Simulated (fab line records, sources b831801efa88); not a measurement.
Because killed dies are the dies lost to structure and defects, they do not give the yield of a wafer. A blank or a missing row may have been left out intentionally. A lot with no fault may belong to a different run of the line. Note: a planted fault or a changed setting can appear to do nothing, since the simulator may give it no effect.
What tool caused it?	flow gf180mcu	72 wafers from 24 lots sampled at 6 of the route's 602 steps

WHAT THE GAUGES SHOWED, per wafer
GF_V3_BOW_MEAS_05.
lot	measured	on	V3_BOW (um)
L074	day 21 08:59	film-metro-03	128 121 118
L075	day 21 17:47	film-metro-02	112 127 125
L076	day 22 05:56	film-metro-04	119 117 97
L077	day 22 08:09	film-metro-04	113 118 101
L078	day 23 01:19	film-metro-02	106 117 114
L079	day 23 08:04	film-metro-04	100 99 113
L080	day 23 17:18	film-metro-03	128 119 114
L081	day 23 21:19	film-metro-04	121 113 125
L082	day 24 08:26	film-metro-04	123 130 132
L083	day 24 17:26	film-metro-03	121 126 132
L084	day 25 02:17	film-metro-04	111 119 125
L085	day 25 12:31	film-metro-04	111 105 110
L086	day 25 20:44	film-metro-02	119 129 120
L087	day 26 02:52	film-metro-02	127 114 112
L088	day 26 07:31	film-metro-03	107 129 113
L089	day 26 18:11	film-metro-03	123 113 114
L090	day 27 00:22	film-metro-02	118 117 119
L091	day 27 03:43	film-metro-02	115 114 114
L092	day 27 10:03	film-metro-03	110 113 105
L093	day 27 18:41	film-metro-02	108 125 111
L094	day 28 01:38	film-metro-02	127 131 123
L095	day 28 06:06	film-metro-02	114 102 102
L096	day 28 15:10	film-metro-03	118 128 124
L097	day 28 18:19	film-metro-04	133 123 115

GF_V3_THK_MEAS_25: measures by xrf.
lot	measured	on	V3_W_THK (nm)
L074	day 22 09:41	film-metro-03	343 359 349
L075	day 22 18:19	film-metro-03	348 362 350
L076	day 23 05:46	film-metro-02	344 342 351
L077	day 23 08:38	film-metro-04	346 345 344
L078	day 24 01:29	film-metro-04	350 345 342
L079	day 24 07:34	film-metro-02	358 355 353
L080	day 24 16:31	film-metro-02	358 355 355
L081	day 24 20:35	film-metro-03	350 353 354
L082	day 25 07:11	film-metro-04	341 347 341
L083	day 25 16:09	film-metro-03	360 357 363
L084	day 26 00:37	film-metro-03	356 361 358
L085	day 26 10:25	film-metro-02	357 348 353
L086	day 26 18:16	film-metro-02	356 353 356
L087	day 27 00:16	film-metro-03	346 356 346
L088	day 27 05:02	film-metro-02	347 353 349
L089	day 27 15:11	film-metro-04	347 349 347
L090	day 27 21:06	film-metro-04	341 348 352
L091	day 28 00:58	film-metro-03	351 361 353
L092	day 28 07:06	film-metro-04	349 349 347
L093	day 28 15:10	film-metro-02	344 350 343
L094	day 28 22:31	film-metro-04	344 348 346
L095	day 29 02:46	film-metro-04	350 351 348
L096	day 29 11:28	film-metro-04	350 346 356
L097	day 29 14:37	film-metro-02	351 357 342

GF_V5_THK_MEAS_01.
lot	measured	on	V5_CVD_00_THK (nm)
L074	day 26 06:24	film-metro-03	294.9 298.9 298.9
L075	day 26 14:46	film-metro-02	298.1 297.5 303.6
L076	day 27 00:30	film-metro-03	298.4 299.5 303.3
L077	day 27 02:41	film-metro-02	298.8 299.7 298.4
L078	day 27 19:06	film-metro-02	305.2 302.6 302.4
L079	day 27 23:27	film-metro-04	299.8 302.0 296.7
L080	day 28 07:37	film-metro-04	299.6 297.2 295.5
L081	day 28 10:57	film-metro-04	296.4 300.3 297.6
L082	day 28 20:50	film-metro-02	304.9 301.3 298.4
L083	day 29 04:32	film-metro-04	300.5 303.2 299.1
L084	day 29 13:08	film-metro-04	299.7 299.5 299.5
L085	day 29 20:53	film-metro-02	301.9 304.2 303.3
L086	day 30 04:20	film-metro-04	303.3 305.4 307.0
L087	day 30 10:33	film-metro-04	298.4 299.1 302.6
L088	day 30 15:53	film-metro-02	302.1 303.0 305.7
L089	day 31 00:33	film-metro-04	303.0 301.9 303.2
L090	day 31 06:11	film-metro-03	301.4 303.5 301.5
L091	day 31 09:18	film-metro-02	294.1 297.9 299.1
L092	day 31 16:10	film-metro-04	296.5 301.9 299.3
L093	day 31 19:52	film-metro-04	300.6 306.9 300.4
L094	day 32 02:50	film-metro-03	298.1 301.2 298.1
L095	day 32 06:55	film-metro-03	301.4 302.1 302.3
L096	day 32 14:33	film-metro-02	299.1 304.1 301.4
L097	day 32 18:36	film-metro-03	303.0 305.8 303.1

GF_V5_THK_MEAS_03.
lot	measured	on	V5_CVD_02_THK (nm)
L074	day 26 06:34	film-metro-03	1418 1442 1456
L075	day 26 14:56	film-metro-03	1454 1466 1477
L076	day 27 00:43	film-metro-03	1464 1462 1447
L077	day 27 02:52	film-metro-02	1414 1429 1429
L078	day 27 19:16	film-metro-03	1432 1423 1441
L079	day 27 23:37	film-metro-02	1463 1459 1476
L080	day 28 07:47	film-metro-02	1404 1447 1458
L081	day 28 11:07	film-metro-02	1448 1449 1469
L082	day 28 21:01	film-metro-04	1444 1467 1438
L083	day 29 04:42	film-metro-02	1427 1455 1433
L084	day 29 13:19	film-metro-03	1473 1499 1460
L085	day 29 21:04	film-metro-03	1420 1438 1463
L086	day 30 04:30	film-metro-03	1481 1461 1491
L087	day 30 10:46	film-metro-04	1478 1472 1497
L088	day 30 16:07	film-metro-03	1423 1470 1447
L089	day 31 00:43	film-metro-04	1475 1430 1496
L090	day 31 06:21	film-metro-04	1504 1472 1503
L091	day 31 09:28	film-metro-03	1422 1449 1457
L092	day 31 16:20	film-metro-03	1437 1432 1417
L093	day 31 20:02	film-metro-04	1432 1438 1461
L094	day 32 03:00	film-metro-04	1435 1458 1498
L095	day 32 07:08	film-metro-04	1428 1450 1453
L096	day 32 14:43	film-metro-04	1446 1416 1457
L097	day 32 18:46	film-metro-03	1468 1445 1478

WHICH TOOL RAN EACH LOT (tool, then ch and the chambers of the sampled wafers, then the start)
lot	GF_V3_STRIP_18	GF_V4_SPUTTER_21
L074	plasma-asher-02 ch 1, day 22 08:49	pvd-sputter-01, day 24 09:42
L075	plasma-asher-03 ch 1, day 22 17:26	pvd-sputter-01, day 24 17:38
L076	plasma-asher-01 ch 0,1, day 23 04:54	pvd-sputter-02, day 25 04:49
L077	plasma-asher-02 ch 0,1, day 23 07:46	pvd-sputter-02, day 25 07:18
L078	plasma-asher-03 ch 0,1, day 24 00:34	pvd-sputter-04, day 25 23:31
L079	plasma-asher-01 ch 0,1, day 24 06:42	pvd-sputter-01, day 26 04:57
L080	plasma-asher-01 ch 0,1, day 24 15:36	pvd-sputter-01, day 26 13:40
L081	plasma-asher-01 ch 0,1, day 24 19:40	pvd-sputter-02, day 26 17:34
L082	plasma-asher-02 ch 0,1, day 25 06:17	pvd-sputter-01, day 27 03:02
L083	plasma-asher-02 ch 0,1, day 25 15:18	pvd-sputter-04, day 27 12:05
L084	plasma-asher-02 ch 0,1, day 25 23:44	pvd-sputter-02, day 27 20:21
L085	plasma-asher-01 ch 0, day 26 09:30	pvd-sputter-04, day 28 04:34
L086	plasma-asher-02 ch 0,1, day 26 17:24	pvd-sputter-04, day 28 12:49
L087	plasma-asher-02 ch 1, day 26 23:22	pvd-sputter-01, day 28 18:17
L088	plasma-asher-01 ch 0,1, day 27 04:08	pvd-sputter-04, day 28 23:33
L089	plasma-asher-03 ch 0,1, day 27 14:19	pvd-sputter-01, day 29 09:03
L090	plasma-asher-03 ch 0,1, day 27 20:14	pvd-sputter-04, day 29 15:10
L091	plasma-asher-02 ch 0,1, day 28 00:03	pvd-sputter-04, day 29 18:05
L092	plasma-asher-03 ch 0,1, day 28 06:14	pvd-sputter-04, day 30 01:04
L093	plasma-asher-03 ch 0,1, day 28 14:17	pvd-sputter-01, day 30 06:07
L094	plasma-asher-02 ch 0,1, day 28 21:31	pvd-sputter-04, day 30 14:12
L095	plasma-asher-01 ch 0,1, day 29 01:53	pvd-sputter-01, day 30 18:35
L096	plasma-asher-03 ch 0,1, day 29 10:30	pvd-sputter-04, day 31 02:04
L097	plasma-asher-03 ch 0,1, day 29 13:45	pvd-sputter-02, day 31 06:23
- GF_V3_STRIP_18: strips in O2/N2.
- GF_V4_SPUTTER_21: material Ti, target thk 15 nm, time 80.02 s.

WHAT THE TOOLS THEMSELVES READ (means of the sampled wafers that have a number; where no wafer has one, the mark that the record gives instead)
GF_V3_STRIP_18.
lot	tool	drypump-motor-current-A (A)	heater-power-w (W)	o2-flow-sccm (sccm)	oes-product-au (a.u.)
L074	plasma-asher-02	6.1	337	2999	0.593
L075	plasma-asher-03	6.1	363	2989	0.593
L076	plasma-asher-01	5.3	348	2999	0.593
L077	plasma-asher-02	5.6	358	2997	0.592
L078	plasma-asher-03	5.8	362	2994	0.593
L079	plasma-asher-01	5.3	344	2993	0.594
L080	plasma-asher-01	5.5	336	3011	0.592
L081	plasma-asher-01	5.3	344	2995	0.594
L082	plasma-asher-02	5.6	353	3008	0.593
L083	plasma-asher-02	5.9	343	3005	0.601
L084	plasma-asher-02	5.9	348	2998	0.588
L085	plasma-asher-01	5.1	351	3000	0.593
L086	plasma-asher-02	5.9	339	3005	0.585
L087	plasma-asher-02	6.1	337	3004	0.592
L088	plasma-asher-01	5.3	345	3016	0.592
L089	plasma-asher-03	5.7	365	3003	0.595
L090	plasma-asher-03	5.8	366	3000	0.590
L091	plasma-asher-02	5.9	347	2996	0.594
L092	plasma-asher-03	5.9	365	3003	0.593
L093	plasma-asher-03	5.8	358	2993	0.588
L094	plasma-asher-02	5.6	354	3000	0.598
L095	plasma-asher-01	5.3	345	2992	0.589
L096	plasma-asher-03	5.9	364	2991	0.594
L097	plasma-asher-03	5.9	364	2999	0.586

GF_V4_SPUTTER_21.
lot	tool	cathode-dc-power-W (W)	throttle-valve-pct (%)
L074	pvd-sputter-01	2500.6	28.6
L075	pvd-sputter-01	2500.0	29.0
L076	pvd-sputter-02	2499.6	30.0
L077	pvd-sputter-02	2499.9	30.1
L078	pvd-sputter-04	2500.0	30.2
L079	pvd-sputter-01	2500.5	30.0
L080	pvd-sputter-01	2499.7	29.2
L081	pvd-sputter-02	2499.7	30.3
L082	pvd-sputter-01	2500.2	28.5
L083	pvd-sputter-04	2500.0	30.6
L084	pvd-sputter-02	2500.2	30.1
L085	pvd-sputter-04	2499.6	30.3
L086	pvd-sputter-04	2500.1	30.3
L087	pvd-sputter-01	2499.4	27.9
L088	pvd-sputter-04	2500.6	29.1
L089	pvd-sputter-01	2500.2	30.2
L090	pvd-sputter-04	2500.0	29.4
L091	pvd-sputter-04	2499.6	29.1
L092	pvd-sputter-04	2499.9	29.4
L093	pvd-sputter-01	2499.9	30.3
L094	pvd-sputter-04	2500.0	30.2
L095	pvd-sputter-01	2499.7	29.1
L096	pvd-sputter-04	2500.0	29.2
L097	pvd-sputter-02	2499.9	30.2

THE ANSWER, worked out from the rows above alone
Rule: the usual values come from the lots themselves. The widest of any qualifying gaps counts: lots, ordered by their means at a reading, are off when they make up no more than a third of the lots, leave a main group of 4 or more, and stand apart from it by 3 or more times the standard deviation of that group's means. A main group is skipped when, at the precision printed for the reading in the tables above, its means are all equal. Also off: a lot with no number at a reading for which 4 or more lots have one. Any other lot the step has rows for is counted as sound. First the gauges in route order, then the tools' own readings, where a lot's mean is used as printed above. The first step at which some lot is off is used, and at that step the reading that is off furthest; a lot without a number counts as furthest.
No lot is off on any of the readings shown, so nothing can be concluded from this.

WHAT HAD BEEN PUT IN BY THE SIMULATOR
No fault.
